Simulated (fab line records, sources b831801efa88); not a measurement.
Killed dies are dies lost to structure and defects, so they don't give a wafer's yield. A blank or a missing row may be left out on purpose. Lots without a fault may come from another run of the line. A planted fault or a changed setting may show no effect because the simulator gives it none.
Chamber matching | flow gf180mcu | GF_PASSIVATION_CVD_00 on pecvd-02: 3 sister chambers
The step deposits SiO2 from TEOS, target thk 1000 nm, time 111.95 s. 6 wafers are shown with their chamber, then 12 later ones without.

WAFERS WITH THEIR CHAMBER
wafer  | chamber | heater_power_w (W)
L081.1 | 0       | 720
L081.3 | 1       | 823
L081.4 | 2       | 516
L088.1 | 1       | 774
L088.2 | 2       | 527
L088.6 | 0       | 583

WAFERS WITHOUT THEIR CHAMBER
wafer  | heater_power_w (W)
L092.3 | 738
L092.5 | 509
L092.6 | 704
L094.1 | 643
L094.2 | 806
L094.5 | 508
L095.1 | 557
L095.2 | 725
L095.3 | 693
L095.4 | 740
L095.5 | 605
L095.6 | 567

WHICH CHAMBER EACH WENT THROUGH
wafer  | from the rows above     | in truth
L092.3 | can't be placed: 1 or 0 | 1
L092.5 | 2                       | 2
L092.6 | can't be placed: 0 or 1 | 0
L094.1 | can't be placed: 0 or 2 | 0
L094.2 | 1                       | 1
L094.5 | 2                       | 2
L095.1 | can't be placed: 2 or 0 | 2
L095.2 | can't be placed: 0 or 1 | 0
L095.3 | can't be placed: 0 or 1 | 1
L095.4 | can't be placed: 1 or 0 | 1
L095.5 | can't be placed: 0 or 2 | 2
L095.6 | can't be placed: 2 or 0 | 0
Placed correctly: 3 of 12. Can't be placed from these rows: 9 (the true chamber is among the candidates in 9). Placed wrongly: 0.
How it was worked out, from the rows above alone: a wafer's distance from a chamber is the root of the sum, over the readings, of the square of ((its reading less the chamber's mean) divided by the reading's scatter). The wafer belongs to the nearest chamber; if the next one is less than 2 further off, it can't be placed. A chamber's mean is the mean of its shown wafers. The scatter: the root of (the sum of the squares of (reading less its chamber's mean) over the shown wafers, divided by (wafers less chambers)).
